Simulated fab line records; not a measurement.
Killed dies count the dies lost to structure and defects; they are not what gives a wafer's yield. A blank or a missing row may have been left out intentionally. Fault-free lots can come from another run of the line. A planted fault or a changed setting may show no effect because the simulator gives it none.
The tool behind it: which one? + flow sky130 + Sampling: 13 lots, 38 wafers, 5 of 708 route steps

WHAT THE GAUGES READ, wafer by wafer
SKY_METAL2_OVL_MEAS_16.
| lot  | measured     | on         | METAL2_OVL (nm) |
|------|--------------|------------|-----------------|
| L125 | day 35 13:50 | overlay-02 | -3 5 -4         |
| L126 | day 35 14:52 | overlay-02 | 8 4 10          |
| L127 | day 35 18:10 | overlay-01 | 1 -2 -4         |
| L128 | day 35 22:58 | overlay-02 | 0 1 1           |
| L130 | day 36 21:08 | overlay-02 | 3 0 5           |
| L131 | day 37 01:16 | overlay-01 | 1 6 -1          |
| L132 | day 37 11:15 | overlay-02 | 4 -2 -4         |
| L133 | day 37 12:59 | overlay-01 | 8 5 1           |
| L134 | day 38 01:29 | overlay-01 | -1 -9 -3        |
| L135 | day 38 16:54 | overlay-02 | -3 1 -3         |
| L137 | day 39 09:49 | overlay-01 | 0 -4 1          |
| L138 | day 39 12:47 | overlay-02 | 2 -4 7          |
| L140 | day 40 00:20 | overlay-02 | 5 2             |

SKY_VIA2_THK_MEAS_01.
| lot  | measured     | on            | VIA2_HDPCVD_THK (nm) |
|------|--------------|---------------|----------------------|
| L125 | day 35 14:49 | film_metro-03 | 1179 1190 1159       |
| L126 | day 35 15:49 | film_metro-01 | 1171 1163 1177       |
| L127 | day 35 19:07 | film_metro-01 | 1179 1188 1210       |
| L128 | day 35 23:57 | film_metro-03 | 1168 1160 1186       |
| L130 | day 36 22:05 | film_metro-01 | 1197 1193 1182       |
| L131 | day 37 02:14 | film_metro-02 | 1180 1186 1201       |
| L132 | day 37 12:11 | film_metro-02 | 1158 1176 1175       |
| L133 | day 37 13:56 | film_metro-03 | 1165 1164 1149       |
| L134 | day 38 02:28 | film_metro-02 | 1183 1168 1177       |
| L135 | day 38 17:52 | film_metro-03 | 1206 1165 1177       |
| L137 | day 39 10:56 | film_metro-03 | 1203 1185 1193       |
| L138 | day 39 13:56 | film_metro-02 | 1192 1523 1183       |
| L140 | day 40 01:30 | film_metro-01 | 1216 1544            |

SKY_VIA2_RS_MEAS_22: the measuring method here is four-point-probe.
| lot  | measured     | on            | VIA2_W_RS (ohm/sq)   |
|------|--------------|---------------|----------------------|
| L125 | day 36 18:01 | film_metro-01 | 0.2661 0.2766 0.2702 |
| L126 | day 36 19:59 | film_metro-01 | 0.2764 0.2729 0.2761 |
| L127 | day 36 23:22 | film_metro-01 | 0.2770 0.2728 0.2693 |
| L128 | day 37 04:40 | film_metro-03 | 0.2746 0.2740 0.2726 |
| L130 | day 38 01:39 | film_metro-01 | 0.2701 0.2730 0.2720 |
| L131 | day 38 05:35 | film_metro-01 | 0.2727 0.2724 0.2717 |
| L132 | day 38 15:04 | film_metro-03 | 0.2764 0.2708 0.2716 |
| L133 | day 38 16:58 | film_metro-03 | 0.2701 0.2702 0.2734 |
| L134 | day 39 05:28 | film_metro-03 | 0.2771 0.2771 0.2744 |
| L135 | day 39 20:38 | film_metro-02 | 0.2745 0.2698 0.2726 |
| L137 | day 40 12:43 | film_metro-01 | 0.2720 0.2700 0.2725 |
| L138 | day 40 16:17 | film_metro-03 | 0.2748 0.2735 0.2766 |
| L140 | day 41 03:37 | film_metro-03 | 0.2698 0.2727        |

TOOL THAT RAN EACH LOT (tool first, then ch and the chambers of the sampled wafers, then the start)
| lot  | SKY_VIA1_SPUTTER_20          | SKY_VIA2_HDPCVD_00               |
|------|------------------------------|----------------------------------|
| L125 | pvd_sputter-04, day 34 10:34 | hdpcvd-02 ch 0,1,2, day 35 14:41 |
| L126 | pvd_sputter-02, day 34 11:13 | hdpcvd-01 ch 0,1,2, day 35 15:41 |
| L127 | pvd_sputter-02, day 34 15:08 | hdpcvd-02 ch 0,1,2, day 35 19:01 |
| L128 | pvd_sputter-02, day 34 20:15 | hdpcvd-01 ch 0,1,2, day 35 23:49 |
| L130 | pvd_sputter-04, day 35 17:58 | hdpcvd-01 ch 0,1,2, day 36 21:58 |
| L131 | pvd_sputter-02, day 35 21:40 | hdpcvd-02 ch 0,1,2, day 37 02:07 |
| L132 | pvd_sputter-04, day 36 08:36 | hdpcvd-02 ch 0,1, day 37 12:04   |
| L133 | pvd_sputter-04, day 36 10:14 | hdpcvd-01 ch 1,2, day 37 13:48   |
| L134 | pvd_sputter-02, day 36 22:35 | hdpcvd-01 ch 0,1,2, day 38 02:22 |
| L135 | pvd_sputter-04, day 37 14:04 | hdpcvd-02 ch 0,1, day 38 17:45   |
| L137 | pvd_sputter-04, day 38 07:42 | hdpcvd-02 ch 0,2, day 39 10:49   |
| L138 | pvd_sputter-02, day 38 10:32 | hdpcvd-02 ch 0,1,2, day 39 13:47 |
| L140 | pvd_sputter-02, day 38 22:13 | hdpcvd-02 ch 1, day 40 01:22     |
- SKY_VIA1_SPUTTER_20: material TiN, target thk 20 nm, time 80 s.
- SKY_VIA2_HDPCVD_00: deposits SiO2, target thk 1180 nm, time 196.7 s.

WHAT THE TOOLS THEMSELVES READ (means of the sampled wafers that have a number; where no wafer has one, the mark that the record gives instead)
SKY_VIA1_SPUTTER_20.
| lot  | tool           | chamber_pressure_pa (Pa) | throttle_valve_pct (%) |
|------|----------------|--------------------------|------------------------|
| L125 | pvd_sputter-04 | 4.995                    | 30.3                   |
| L126 | pvd_sputter-02 | 4.997                    | 28.6                   |
| L127 | pvd_sputter-02 | 5.008                    | 28.7                   |
| L128 | pvd_sputter-02 | 5.000                    | 28.3                   |
| L130 | pvd_sputter-04 | 4.995                    | 29.7                   |
| L131 | pvd_sputter-02 | 4.998                    | 28.5                   |
| L132 | pvd_sputter-04 | 5.000                    | 29.7                   |
| L133 | pvd_sputter-04 | 4.996                    | 29.6                   |
| L134 | pvd_sputter-02 | 5.001                    | 28.5                   |
| L135 | pvd_sputter-04 | 4.996                    | 29.8                   |
| L137 | pvd_sputter-04 | 4.991                    | 31.1                   |
| L138 | pvd_sputter-02 | 5.002                    | 28.6                   |
| L140 | pvd_sputter-02 | 5.002                    | 28.7                   |

THE ANSWER, worked out from the rows above alone
Rule: what is usual is taken from the lots themselves. The widest of any qualifying gaps counts: lots, ordered by their means at a reading, are off when they make up no more than a third of the lots, leave a main group of 4 or more, and stand apart from it by 3 or more times the standard deviation of that group's means. A main group whose means are all the same, to the digits that the tables above print for the reading, isn't used. Also off: a lot with no number at a reading for which 4 or more lots have one. Any other lot the step has rows for is counted as sound. First the gauges in route order, then the tools' own readings, where a lot's mean is used as printed above. The first step at which some lot is off is used, and at that step the reading that is off furthest; a lot without a number counts as furthest.
Off: L138, L140, at SKY_VIA2_THK_MEAS_01 (VIA2_HDPCVD_THK). For the main group the mean is 1179 nm and the standard deviation 11.
If a tool, at a process step before that reading, ran all the lots that are off and no sound lot after the first of them, it fits. Gauges at SKY_VIA2_THK_MEAS_01: tried the same way as those tools. Can't be told from this: 2 tools fit, pvd_sputter-02 at SKY_VIA1_SPUTTER_20, hdpcvd-02 at SKY_VIA2_HDPCVD_00.

WHAT THE SIMULATOR HAD PUT IN
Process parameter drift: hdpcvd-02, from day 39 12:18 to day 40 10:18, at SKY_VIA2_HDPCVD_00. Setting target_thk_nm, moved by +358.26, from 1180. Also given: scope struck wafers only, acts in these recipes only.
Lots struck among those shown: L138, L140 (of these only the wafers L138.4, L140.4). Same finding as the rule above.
